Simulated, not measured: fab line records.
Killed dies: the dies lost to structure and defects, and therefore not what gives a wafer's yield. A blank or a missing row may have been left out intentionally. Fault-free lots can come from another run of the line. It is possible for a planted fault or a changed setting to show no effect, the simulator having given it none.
fab line records :: flow gf180mcu
record
  lots=14
  wafers=42
  lastDay=34
route steps=602 shown MVSD@69 SALICIDE@284 CONTACT@288
lots that met no fault: from a run of the same line without faults
startH: hours from the record's opening day to when the first of the lot's shown wafers began :: waitH: hours from the lot's prior step to this one :: " identical to the entry in the row above :: L1.1+2: several wafers, shown together as one row :: - either no value or no given start :: * or withheld: withheld :: < > ~ a bound
route shown NAME@n: NAME is a module with steps in the file, n the number in the route of the first one :: usual: average and standard deviation across the fault-free wafers :: same: alike in all rows :: chamber/n: place in a boat :: sites: the reading at each site :: _std_site: their standard deviation :: _edge_site: inner sites' mean taken away from outer sites' mean :: radiusMm: for every site, how far away it sits from the centre of the wafer :: mask NAME#n: copy n :: behind: the last tool/chamber to shape the wafer :: hold: why the lot was held/for how many hours/how that ended :: device: the transistor (n, p or np) that didn't switch :: end of line: the same wafers' tests at the end of the route :: a step given without rows: its recipe and nothing more :: killed: dies that structure and defects cost at the first sort, which is not the same as the wafer's yield :: map: shows each die of a wafer: x if killed, . if not, _ if none is there
set.NAME: setting as actually run; set.NAME@STEP: the setting as run at that earlier step :: model.NAME: the simulator's own value behind a step, which no gauge read
one table for each step of the route and one row for each wafer, over a sample of lots
services: the hour from which a tool's chamber was out of use, counted from the record's first day as startH (under 0 if before that day), plus the number of hours and why
## steps
# step GF_MVSD_SOFTBAKE_03
# recipe
  tempC=110
  timeS=withheld
# usual
  heaterPowerTotalW=65.30/0.13
  plateTempC=110.04/0.12
lot.wafer: L451.2
tool: lithoTrack-04
chamber: 0
startH: 79.37
waitH: 0.1
heaterPowerTotalW: 65.19
plateTempC: 110.05

lot.wafer: L451.3
tool: lithoTrack-04
chamber: 0
startH: 79.37
waitH: 0.1
heaterPowerTotalW: 65.18
plateTempC: 110.10

lot.wafer: L451.5
tool: lithoTrack-04
chamber: 0
startH: 79.37
waitH: 0.1
heaterPowerTotalW: 65.10
plateTempC: 110.13

lot.wafer: L452.1
tool: lithoTrack-01
chamber: 0
startH: 84.74
waitH: 0.1
heaterPowerTotalW: 65.19
plateTempC: 110.04

lot.wafer: L452.2
tool: lithoTrack-01
chamber: 0
startH: 84.74
waitH: 0.1
heaterPowerTotalW: 65.54
plateTempC: 110.11

lot.wafer: L452.3
tool: lithoTrack-01
chamber: 0
startH: 84.74
waitH: 0.1
heaterPowerTotalW: 65.12
plateTempC: 110.30

lot.wafer: L454.1
tool: lithoTrack-01
chamber: 0
startH: 97.54
waitH: 0.1
heaterPowerTotalW: 65.16
plateTempC: 110.02

lot.wafer: L454.4
tool: lithoTrack-01
chamber: 0
startH: 97.54
waitH: 0.1
heaterPowerTotalW: 65.24
plateTempC: 110.11

lot.wafer: L454.5
tool: lithoTrack-01
chamber: 0
startH: 97.54
waitH: 0.1
heaterPowerTotalW: 65.15
plateTempC: 110.06

lot.wafer: L457.2
tool: lithoTrack-01
chamber: 0
startH: 113.48
waitH: 0.1
heaterPowerTotalW: 65.53
plateTempC: 110.14

lot.wafer: L457.3
tool: lithoTrack-01
chamber: 0
startH: 113.48
waitH: 0.1
heaterPowerTotalW: 65.19
plateTempC: 110.06

lot.wafer: L457.4
tool: lithoTrack-01
chamber: 0
startH: 113.48
waitH: 0.1
heaterPowerTotalW: 65.16
plateTempC: 110.07

lot.wafer: L458.1
tool: lithoTrack-01
chamber: 0
startH: 118.39
waitH: 0.1
heaterPowerTotalW: 65.18
plateTempC: 109.74

lot.wafer: L458.2
tool: lithoTrack-01
chamber: 0
startH: 118.39
waitH: 0.1
heaterPowerTotalW: 65.31
plateTempC: 109.91

lot.wafer: L458.6
tool: lithoTrack-01
chamber: 0
startH: 118.39
waitH: 0.1
heaterPowerTotalW: 65.18
plateTempC: 109.87

lot.wafer: L459.1
tool: lithoTrack-03
chamber: 0
startH: 122.04
waitH: 0.1
heaterPowerTotalW: 65.38
plateTempC: 109.99

lot.wafer: L459.3
tool: lithoTrack-03
chamber: 0
startH: 122.04
waitH: 0.1
heaterPowerTotalW: 65.26
plateTempC: 109.81

lot.wafer: L459.4
tool: lithoTrack-03
chamber: 0
startH: 122.04
waitH: 0.1
heaterPowerTotalW: 65.39
plateTempC: 109.96

lot.wafer: L460.1
tool: lithoTrack-03
chamber: 0
startH: 126.99
waitH: 0.1
heaterPowerTotalW: 65.17
plateTempC: 109.90

lot.wafer: L460.4
tool: lithoTrack-03
chamber: 0
startH: 126.99
waitH: 0.1
heaterPowerTotalW: 65.13
plateTempC: 109.94

lot.wafer: L460.5
tool: lithoTrack-03
chamber: 0
startH: 126.99
waitH: 0.1
heaterPowerTotalW: 65.11
plateTempC: 109.85

lot.wafer: L461.1
tool: lithoTrack-03
chamber: 0
startH: 135.69
waitH: 0.1
heaterPowerTotalW: 65.39
plateTempC: 109.84

lot.wafer: L461.3
tool: lithoTrack-03
chamber: 0
startH: 135.69
waitH: 0.1
heaterPowerTotalW: 65.47
plateTempC: 110.00

lot.wafer: L461.4
tool: lithoTrack-03
chamber: 0
startH: 135.69
waitH: 0.1
heaterPowerTotalW: 65.45
plateTempC: 109.91

lot.wafer: L465.1
tool: lithoTrack-01
chamber: 0
startH: 157.99
waitH: 0.1
heaterPowerTotalW: 66.63
plateTempC: 111.59

lot.wafer: L465.3
tool: lithoTrack-01
chamber: 0
startH: 157.99
waitH: 0.1
heaterPowerTotalW: 66.69
plateTempC: 111.36

lot.wafer: L465.6
tool: lithoTrack-01
chamber: 0
startH: 157.99
waitH: 0.1
heaterPowerTotalW: 66.58
plateTempC: 111.53

lot.wafer: L468.3
tool: lithoTrack-01
chamber: 0
startH: 175.51
waitH: 0.1
heaterPowerTotalW: 66.24
plateTempC: 111.56

lot.wafer: L468.4
tool: lithoTrack-01
chamber: 0
startH: 175.51
waitH: 0.1
heaterPowerTotalW: 66.58
plateTempC: 111.70

lot.wafer: L468.6
tool: lithoTrack-01
chamber: 0
startH: 175.51
waitH: 0.1
heaterPowerTotalW: 66.71
plateTempC: 111.69

lot.wafer: L471.1
tool: lithoTrack-04
chamber: 0
startH: 190.79
waitH: 0.1
heaterPowerTotalW: 65.46
plateTempC: 110.08

lot.wafer: L471.4
tool: lithoTrack-04
chamber: 0
startH: 190.79
waitH: 0.1
heaterPowerTotalW: 65.35
plateTempC: 109.97

lot.wafer: L471.5
tool: lithoTrack-04
chamber: 0
startH: 190.79
waitH: 0.1
heaterPowerTotalW: 65.21
plateTempC: 109.89

lot.wafer: L472.4
tool: lithoTrack-03
chamber: 0
startH: 195.99
waitH: 0.1
heaterPowerTotalW: 65.39
plateTempC: 110.10

lot.wafer: L472.5
tool: lithoTrack-03
chamber: 0
startH: 195.99
waitH: 0.1
heaterPowerTotalW: 65.27
plateTempC: 110.02

lot.wafer: L472.6
tool: lithoTrack-03
chamber: 0
startH: 195.99
waitH: 0.1
heaterPowerTotalW: 65.22
plateTempC: 110.14

lot.wafer: L473.1
tool: lithoTrack-03
chamber: 0
startH: 202.09
waitH: 0.1
heaterPowerTotalW: 65.13
plateTempC: 109.99

lot.wafer: L473.3
tool: lithoTrack-03
chamber: 0
startH: 202.09
waitH: 0.1
heaterPowerTotalW: 65.32
plateTempC: 109.93

lot.wafer: L473.6
tool: lithoTrack-03
chamber: 0
startH: 202.09
waitH: 0.1
heaterPowerTotalW: 65.52
plateTempC: 110.02

lot.wafer: L474.1
tool: lithoTrack-03
chamber: 0
startH: 207.24
waitH: 0.1
heaterPowerTotalW: 65.40
plateTempC: 110.17

lot.wafer: L474.2
tool: lithoTrack-03
chamber: 0
startH: 207.24
waitH: 0.1
heaterPowerTotalW: 65.24
plateTempC: 110.21

lot.wafer: L474.3
tool: lithoTrack-03
chamber: 0
startH: 207.24
waitH: 0.1
heaterPowerTotalW: 65.27
plateTempC: 109.97
# step GF_SALICIDE_RTA_06
# recipe
  tempC=530
  timeS=30
  ambient=N2
# usual
  lampPowerPct=6.0/0.32
  wafer_temp_C_max=531.8/0.45
lot.wafer: L451.2
tool: rtpAnneal-01
chamber: 0
startH: 350.98
waitH: 0.1
lampPowerPct: 5.8
wafer_temp_C_max: 532.2

lot.wafer: L451.3
tool: rtpAnneal-01
chamber: 0
startH: 350.98
waitH: 0.1
lampPowerPct: 5.8
wafer_temp_C_max: 532.3

lot.wafer: L451.5
tool: rtpAnneal-01
chamber: 0
startH: 350.98
waitH: 0.1
lampPowerPct: 5.8
wafer_temp_C_max: 531.8

lot.wafer: L452.1
tool: rtpAnneal-01
chamber: 0
startH: 355.85
waitH: 0.1
lampPowerPct: 5.8
wafer_temp_C_max: 531.4

lot.wafer: L452.2
tool: rtpAnneal-01
chamber: 0
startH: 355.85
waitH: 0.1
lampPowerPct: 5.8
wafer_temp_C_max: 531.3

lot.wafer: L452.3
tool: rtpAnneal-01
chamber: 0
startH: 355.85
waitH: 0.1
lampPowerPct: 5.8
wafer_temp_C_max: 531.8

lot.wafer: L454.1
tool: rtpAnneal-01
chamber: 0
startH: 379.26
waitH: 0.1
lampPowerPct: 5.8
wafer_temp_C_max: 531.7

lot.wafer: L454.4
tool: rtpAnneal-01
chamber: 0
startH: 379.26
waitH: 0.1
lampPowerPct: 5.8
wafer_temp_C_max: 532.1

lot.wafer: L454.5
tool: rtpAnneal-01
chamber: 0
startH: 379.26
waitH: 0.1
lampPowerPct: 5.8
wafer_temp_C_max: 531.8

lot.wafer: L458.1
tool: rtpAnneal-01
chamber: 0
startH: 409.99
waitH: 0.1
lampPowerPct: 5.7
wafer_temp_C_max: 531.1

lot.wafer: L458.2
tool: rtpAnneal-01
chamber: 0
startH: 409.99
waitH: 0.1
lampPowerPct: 5.8
wafer_temp_C_max: 531.4

lot.wafer: L458.6
tool: rtpAnneal-01
chamber: 0
startH: 409.99
waitH: 0.1
lampPowerPct: 5.8
wafer_temp_C_max: 532.7

lot.wafer: L457.2
tool: rtpAnneal-01
chamber: 0
startH: 410.83
waitH: 0.1
lampPowerPct: 5.8
wafer_temp_C_max: 531.8

lot.wafer: L457.3
tool: rtpAnneal-01
chamber: 0
startH: 410.83
waitH: 0.1
lampPowerPct: 5.8
wafer_temp_C_max: 532.7

lot.wafer: L457.4
tool: rtpAnneal-01
chamber: 0
startH: 410.83
waitH: 0.1
lampPowerPct: 5.8
wafer_temp_C_max: 531.2

lot.wafer: L459.1
tool: rtpAnneal-02
chamber: 0
startH: 417.37
waitH: 0.1
lampPowerPct: 6.4
wafer_temp_C_max: 531.8

lot.wafer: L459.3
tool: rtpAnneal-02
chamber: 0
startH: 417.37
waitH: 0.1
lampPowerPct: 6.4
wafer_temp_C_max: 531.6

lot.wafer: L459.4
tool: rtpAnneal-02
chamber: 0
startH: 417.37
waitH: 0.1
lampPowerPct: 6.4
wafer_temp_C_max: 531.3

lot.wafer: L460.1
tool: rtpAnneal-02
chamber: 0
startH: 421.98
waitH: 0.1
lampPowerPct: 6.4
wafer_temp_C_max: 530.3

lot.wafer: L460.4
tool: rtpAnneal-02
chamber: 0
startH: 421.98
waitH: 0.1
lampPowerPct: 6.4
wafer_temp_C_max: 531.4

lot.wafer: L460.5
tool: rtpAnneal-02
chamber: 0
startH: 421.98
waitH: 0.1
lampPowerPct: 6.4
wafer_temp_C_max: 531.6

lot.wafer: L461.1
tool: rtpAnneal-01
chamber: 0
startH: 445.82
waitH: 0.1
lampPowerPct: 5.8
wafer_temp_C_max: 531.6

lot.wafer: L461.3
tool: rtpAnneal-01
chamber: 0
startH: 445.82
waitH: 0.1
lampPowerPct: 5.8
wafer_temp_C_max: 532.1

lot.wafer: L461.4
tool: rtpAnneal-01
chamber: 0
startH: 445.82
waitH: 0.1
lampPowerPct: 5.8
wafer_temp_C_max: 531.8

lot.wafer: L465.1
tool: rtpAnneal-02
chamber: 0
startH: 472.67
waitH: 0.1
lampPowerPct: 6.4
wafer_temp_C_max: 531.6

lot.wafer: L465.3
tool: rtpAnneal-02
chamber: 0
startH: 472.67
waitH: 0.1
lampPowerPct: 6.4
wafer_temp_C_max: 532.4

lot.wafer: L465.6
tool: rtpAnneal-02
chamber: 0
startH: 472.67
waitH: 0.1
lampPowerPct: 6.4
wafer_temp_C_max: 532.4

lot.wafer: L468.3
tool: rtpAnneal-02
chamber: 0
startH: 496.11
waitH: 0.1
lampPowerPct: 6.4
wafer_temp_C_max: 531.3

lot.wafer: L468.4
tool: rtpAnneal-02
chamber: 0
startH: 496.11
waitH: 0.1
lampPowerPct: 6.4
wafer_temp_C_max: 531.5

lot.wafer: L468.6
tool: rtpAnneal-02
chamber: 0
startH: 496.11
waitH: 0.1
lampPowerPct: 6.4
wafer_temp_C_max: 531.7

lot.wafer: L471.1
tool: rtpAnneal-02
chamber: 0
startH: 517.58
waitH: 0.1
lampPowerPct: 6.4
wafer_temp_C_max: 532.2

lot.wafer: L471.4
tool: rtpAnneal-02
chamber: 0
startH: 517.58
waitH: 0.1
lampPowerPct: 6.4
wafer_temp_C_max: 531.5

lot.wafer: L471.5
tool: rtpAnneal-02
chamber: 0
startH: 517.58
waitH: 0.1
lampPowerPct: 6.4
wafer_temp_C_max: 532.0

lot.wafer: L472.4
tool: rtpAnneal-01
chamber: 0
startH: 524.51
waitH: 0.1
lampPowerPct: 5.8
wafer_temp_C_max: 531.7

lot.wafer: L472.5
tool: rtpAnneal-01
chamber: 0
startH: 524.51
waitH: 0.1
lampPowerPct: 5.8
wafer_temp_C_max: 531.6

lot.wafer: L472.6
tool: rtpAnneal-01
chamber: 0
startH: 524.51
waitH: 0.1
lampPowerPct: 5.8
wafer_temp_C_max: 531.7

lot.wafer: L473.1
tool: rtpAnneal-01
chamber: 0
startH: 531.63
waitH: 0.1
lampPowerPct: 5.8
wafer_temp_C_max: 531.7

lot.wafer: L473.3
tool: rtpAnneal-01
chamber: 0
startH: 531.63
waitH: 0.1
lampPowerPct: 5.7
wafer_temp_C_max: 531.3

lot.wafer: L473.6
tool: rtpAnneal-01
chamber: 0
startH: 531.63
waitH: 0.1
lampPowerPct: 5.8
wafer_temp_C_max: 532.0

lot.wafer: L474.1
tool: rtpAnneal-01
chamber: 0
startH: 535.36
waitH: 0.1
lampPowerPct: 5.8
wafer_temp_C_max: 532.2

lot.wafer: L474.2
tool: rtpAnneal-01
chamber: 0
startH: 535.36
waitH: 0.1
lampPowerPct: 5.8
wafer_temp_C_max: 531.9

lot.wafer: L474.3
tool: rtpAnneal-01
chamber: 0
startH: 535.36
waitH: 0.1
lampPowerPct: 5.8
wafer_temp_C_max: 531.7
# step GF_CONTACT_THK_MEAS_01
# recipe
  reads=SiO2_of_CONTACT_CVD_00
# usual
  CONTACT_CVD_00_THK=300/3.3
lot.wafer: L451.2
tool: filmMetro-01
chamber: -
startH: 351.32
waitH: 0.0
CONTACT_CVD_00_THK[nm]: 298

lot.wafer: L451.3
tool: filmMetro-01
chamber: -
startH: 351.32
waitH: 0.0
CONTACT_CVD_00_THK[nm]: 304

lot.wafer: L451.5
tool: filmMetro-01
chamber: -
startH: 351.32
waitH: 0.0
CONTACT_CVD_00_THK[nm]: 300

lot.wafer: L452.1
tool: filmMetro-04
chamber: -
startH: 356.19
waitH: 0.0
CONTACT_CVD_00_THK[nm]: 298

lot.wafer: L452.2
tool: filmMetro-04
chamber: -
startH: 356.19
waitH: 0.0
CONTACT_CVD_00_THK[nm]: 299

lot.wafer: L452.3
tool: filmMetro-04
chamber: -
startH: 356.19
waitH: 0.0
CONTACT_CVD_00_THK[nm]: 297

lot.wafer: L454.1
tool: filmMetro-02
chamber: -
startH: 379.60
waitH: 0.0
CONTACT_CVD_00_THK[nm]: 299

lot.wafer: L454.4
tool: filmMetro-02
chamber: -
startH: 379.60
waitH: 0.0
CONTACT_CVD_00_THK[nm]: 300

lot.wafer: L454.5
tool: filmMetro-02
chamber: -
startH: 379.60
waitH: 0.0
CONTACT_CVD_00_THK[nm]: 296

lot.wafer: L458.1
tool: filmMetro-02
chamber: -
startH: 410.34
waitH: 0.0
CONTACT_CVD_00_THK[nm]: 302

lot.wafer: L458.2
tool: filmMetro-02
chamber: -
startH: 410.34
waitH: 0.0
CONTACT_CVD_00_THK[nm]: 299

lot.wafer: L458.6
tool: filmMetro-02
chamber: -
startH: 410.34
waitH: 0.0
CONTACT_CVD_00_THK[nm]: 300

lot.wafer: L457.2
tool: filmMetro-04
chamber: -
startH: 411.17
waitH: 0.0
CONTACT_CVD_00_THK[nm]: 308

lot.wafer: L457.3
tool: filmMetro-04
chamber: -
startH: 411.17
waitH: 0.0
CONTACT_CVD_00_THK[nm]: 302

lot.wafer: L457.4
tool: filmMetro-04
chamber: -
startH: 411.17
waitH: 0.0
CONTACT_CVD_00_THK[nm]: 296

lot.wafer: L459.1
tool: filmMetro-02
chamber: -
startH: 417.71
waitH: 0.0
CONTACT_CVD_00_THK[nm]: 298

lot.wafer: L459.3
tool: filmMetro-02
chamber: -
startH: 417.71
waitH: 0.0
CONTACT_CVD_00_THK[nm]: 296

lot.wafer: L459.4
tool: filmMetro-02
chamber: -
startH: 417.71
waitH: 0.0
CONTACT_CVD_00_THK[nm]: 303

lot.wafer: L460.1
tool: filmMetro-02
chamber: -
startH: 422.32
waitH: 0.0
CONTACT_CVD_00_THK[nm]: 299

lot.wafer: L460.4
tool: filmMetro-02
chamber: -
startH: 422.32
waitH: 0.0
CONTACT_CVD_00_THK[nm]: 303

lot.wafer: L460.5
tool: filmMetro-02
chamber: -
startH: 422.32
waitH: 0.0
CONTACT_CVD_00_THK[nm]: 296

lot.wafer: L461.1
tool: filmMetro-01
chamber: -
startH: 446.15
waitH: 0.0
CONTACT_CVD_00_THK[nm]: 300

lot.wafer: L461.3
tool: filmMetro-01
chamber: -
startH: 446.15
waitH: 0.0
CONTACT_CVD_00_THK[nm]: 298

lot.wafer: L461.4
tool: filmMetro-01
chamber: -
startH: 446.15
waitH: 0.0
CONTACT_CVD_00_THK[nm]: 294

lot.wafer: L465.1
tool: filmMetro-01
chamber: -
startH: 473.01
waitH: 0.0
CONTACT_CVD_00_THK[nm]: 298

lot.wafer: L465.3
tool: filmMetro-01
chamber: -
startH: 473.01
waitH: 0.0
CONTACT_CVD_00_THK[nm]: 308

lot.wafer: L465.6
tool: filmMetro-01
chamber: -
startH: 473.01
waitH: 0.0
CONTACT_CVD_00_THK[nm]: 305

lot.wafer: L468.3
tool: filmMetro-01
chamber: -
startH: 496.43
waitH: 0.0
CONTACT_CVD_00_THK[nm]: 300

lot.wafer: L468.4
tool: filmMetro-01
chamber: -
startH: 496.43
waitH: 0.0
CONTACT_CVD_00_THK[nm]: 297

lot.wafer: L468.6
tool: filmMetro-01
chamber: -
startH: 496.43
waitH: 0.0
CONTACT_CVD_00_THK[nm]: 292

lot.wafer: L471.1
tool: filmMetro-01
chamber: -
startH: 517.92
waitH: 0.0
CONTACT_CVD_00_THK[nm]: 299

lot.wafer: L471.4
tool: filmMetro-01
chamber: -
startH: 517.92
waitH: 0.0
CONTACT_CVD_00_THK[nm]: 292

lot.wafer: L471.5
tool: filmMetro-01
chamber: -
startH: 517.92
waitH: 0.0
CONTACT_CVD_00_THK[nm]: 303

lot.wafer: L472.4
tool: filmMetro-04
chamber: -
startH: 524.83
waitH: 0.0
CONTACT_CVD_00_THK[nm]: 297

lot.wafer: L472.5
tool: filmMetro-04
chamber: -
startH: 524.83
waitH: 0.0
CONTACT_CVD_00_THK[nm]: 306

lot.wafer: L472.6
tool: filmMetro-04
chamber: -
startH: 524.83
waitH: 0.0
CONTACT_CVD_00_THK[nm]: 301

lot.wafer: L473.1
tool: filmMetro-04
chamber: -
startH: 531.96
waitH: 0.0
CONTACT_CVD_00_THK[nm]: 301

lot.wafer: L473.3
tool: filmMetro-04
chamber: -
startH: 531.96
waitH: 0.0
CONTACT_CVD_00_THK[nm]: 303

lot.wafer: L473.6
tool: filmMetro-04
chamber: -
startH: 531.96
waitH: 0.0
CONTACT_CVD_00_THK[nm]: 300

lot.wafer: L474.1
tool: filmMetro-02
chamber: -
startH: 535.71
waitH: 0.0
CONTACT_CVD_00_THK[nm]: 301

lot.wafer: L474.2
tool: filmMetro-02
chamber: -
startH: 535.71
waitH: 0.0
CONTACT_CVD_00_THK[nm]: 300

lot.wafer: L474.3
tool: filmMetro-02
chamber: -
startH: 535.71
waitH: 0.0
CONTACT_CVD_00_THK[nm]: 302
# step GF_CONTACT_BOW_MEAS_05
# recipe
  mode=bow
# usual
  CONTACT_BOW=63/6.9
lot.wafer: L451.2
tool: filmMetro-04
chamber: -
startH: 351.82
waitH: 0.3
CONTACT_BOW[um]: 68

lot.wafer: L451.3
tool: filmMetro-04
chamber: -
startH: 351.82
waitH: 0.3
CONTACT_BOW[um]: 57

lot.wafer: L451.5
tool: filmMetro-04
chamber: -
startH: 351.82
waitH: 0.3
CONTACT_BOW[um]: 70

lot.wafer: L452.1
tool: filmMetro-02
chamber: -
startH: 356.68
waitH: 0.1
CONTACT_BOW[um]: 49

lot.wafer: L452.2
tool: filmMetro-02
chamber: -
startH: 356.68
waitH: 0.1
CONTACT_BOW[um]: 70

lot.wafer: L452.3
tool: filmMetro-02
chamber: -
startH: 356.68
waitH: 0.1
CONTACT_BOW[um]: 60

lot.wafer: L454.1
tool: filmMetro-04
chamber: -
startH: 380.09
waitH: 0.2
CONTACT_BOW[um]: 66

lot.wafer: L454.4
tool: filmMetro-04
chamber: -
startH: 380.09
waitH: 0.2
CONTACT_BOW[um]: 68

lot.wafer: L454.5
tool: filmMetro-04
chamber: -
startH: 380.09
waitH: 0.2
CONTACT_BOW[um]: 79

lot.wafer: L458.1
tool: filmMetro-01
chamber: -
startH: 410.83
waitH: 0.1
CONTACT_BOW[um]: 74

lot.wafer: L458.2
tool: filmMetro-01
chamber: -
startH: 410.83
waitH: 0.1
CONTACT_BOW[um]: 73

lot.wafer: L458.6
tool: filmMetro-01
chamber: -
startH: 410.83
waitH: 0.1
CONTACT_BOW[um]: 67

lot.wafer: L457.2
tool: filmMetro-04
chamber: -
startH: 411.67
waitH: 0.2
CONTACT_BOW[um]: 68

lot.wafer: L457.3
tool: filmMetro-04
chamber: -
startH: 411.67
waitH: 0.2
CONTACT_BOW[um]: 67

lot.wafer: L457.4
tool: filmMetro-04
chamber: -
startH: 411.67
waitH: 0.2
CONTACT_BOW[um]: 69

lot.wafer: L459.1
tool: filmMetro-02
chamber: -
startH: 418.20
waitH: 0.1
CONTACT_BOW[um]: 54

lot.wafer: L459.3
tool: filmMetro-02
chamber: -
startH: 418.20
waitH: 0.1
CONTACT_BOW[um]: 48

lot.wafer: L459.4
tool: filmMetro-02
chamber: -
startH: 418.20
waitH: 0.1
CONTACT_BOW[um]: 60

lot.wafer: L460.1
tool: filmMetro-02
chamber: -
startH: 422.81
waitH: 0.2
CONTACT_BOW[um]: 73

lot.wafer: L460.4
tool: filmMetro-02
chamber: -
startH: 422.81
waitH: 0.2
CONTACT_BOW[um]: 60

lot.wafer: L460.5
tool: filmMetro-02
chamber: -
startH: 422.81
waitH: 0.2
CONTACT_BOW[um]: 60

lot.wafer: L461.1
tool: filmMetro-04
chamber: -
startH: 446.64
waitH: 0.1
CONTACT_BOW[um]: 65

lot.wafer: L461.3
tool: filmMetro-04
chamber: -
startH: 446.64
waitH: 0.1
CONTACT_BOW[um]: 61

lot.wafer: L461.4
tool: filmMetro-04
chamber: -
startH: 446.64
waitH: 0.1
CONTACT_BOW[um]: 78

lot.wafer: L465.1
tool: filmMetro-04
chamber: -
startH: 473.50
waitH: 0.1
CONTACT_BOW[um]: 59

lot.wafer: L465.3
tool: filmMetro-04
chamber: -
startH: 473.50
waitH: 0.1
CONTACT_BOW[um]: 69

lot.wafer: L465.6
tool: filmMetro-04
chamber: -
startH: 473.50
waitH: 0.1
CONTACT_BOW[um]: 64

lot.wafer: L468.3
tool: filmMetro-01
chamber: -
startH: 496.94
waitH: 0.1
CONTACT_BOW[um]: 59

lot.wafer: L468.4
tool: filmMetro-01
chamber: -
startH: 496.94
waitH: 0.1
CONTACT_BOW[um]: 69

lot.wafer: L468.6
tool: filmMetro-01
chamber: -
startH: 496.94
waitH: 0.1
CONTACT_BOW[um]: 51

lot.wafer: L471.1
tool: filmMetro-02
chamber: -
startH: 518.41
waitH: 0.1
CONTACT_BOW[um]: 73

lot.wafer: L471.4
tool: filmMetro-02
chamber: -
startH: 518.41
waitH: 0.1
CONTACT_BOW[um]: 58

lot.wafer: L471.5
tool: filmMetro-02
chamber: -
startH: 518.41
waitH: 0.1
CONTACT_BOW[um]: 58

lot.wafer: L472.4
tool: filmMetro-04
chamber: -
startH: 525.35
waitH: 0.3
CONTACT_BOW[um]: 62

lot.wafer: L472.5
tool: filmMetro-04
chamber: -
startH: 525.35
waitH: 0.3
CONTACT_BOW[um]: 57

lot.wafer: L472.6
tool: filmMetro-04
chamber: -
startH: 525.35
waitH: 0.3
CONTACT_BOW[um]: 69

lot.wafer: L473.1
tool: filmMetro-04
chamber: -
startH: 532.45
waitH: 0.2
CONTACT_BOW[um]: 63

lot.wafer: L473.3
tool: filmMetro-04
chamber: -
startH: 532.45
waitH: 0.2
CONTACT_BOW[um]: 69

lot.wafer: L473.6
tool: filmMetro-04
chamber: -
startH: 532.45
waitH: 0.2
CONTACT_BOW[um]: 77

lot.wafer: L474.1
tool: filmMetro-04
chamber: -
startH: 536.20
waitH: 0.2
CONTACT_BOW[um]: 59

lot.wafer: L474.2
tool: filmMetro-04
chamber: -
startH: 536.20
waitH: 0.2
CONTACT_BOW[um]: 59

lot.wafer: L474.3
tool: filmMetro-04
chamber: -
startH: 536.20
waitH: 0.2
CONTACT_BOW[um]: 66
## services
tool: rtpAnneal-01
chamber: -
startH: 72.82
hours: 5.6
kind: pm

tool: rtpAnneal-02
chamber: -
startH: 239.86
hours: 5.8
kind: pm

tool: lithoTrack-01
chamber: -
startH: 422.88
hours: -
kind: consumableReplace:filter

tool: lithoTrack-03
chamber: -
startH: 426.08
hours: -
kind: consumableReplace:filter
## key
firstSign
  step=GF_MVSD_SOFTBAKE_03
  reading=plateTempC
  direction=up
  sigmas=12
  usual=*
  struck=*
effect
  step=GF_MVSD_SOFTBAKE_03
  reading=heaterPowerTotalW
  direction=up
  sigmas=10
  usual=65.30
  struck=66.57
metAt GF_MVSD_SOFTBAKE_03
struckLots L465,L468
testerLeftOut L465,L468
notActingAt GF_SALICIDE_RTA_06,GF_CONTACT_THK_MEAS_01,GF_CONTACT_BOW_MEAS_05
onsetBetween 118.39 157.99
fault
  kind=processParameterDrift
  tool=lithoTrack-01
  chamber=-
  onsetH=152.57
  steps=GF_MVSD_SOFTBAKE_03
  channel=tempC
  offset=*
  shape=step
  endH=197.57
  actsIn=*
  stated=*
# testerLeftOut: of these lots the tester's yield and bins aren't shown, on N5 and GAA mostly nor the transistor test; their killed dies are dies lost to structure and defects alone, not to doping, threshold or leakage, so they don't give the yield
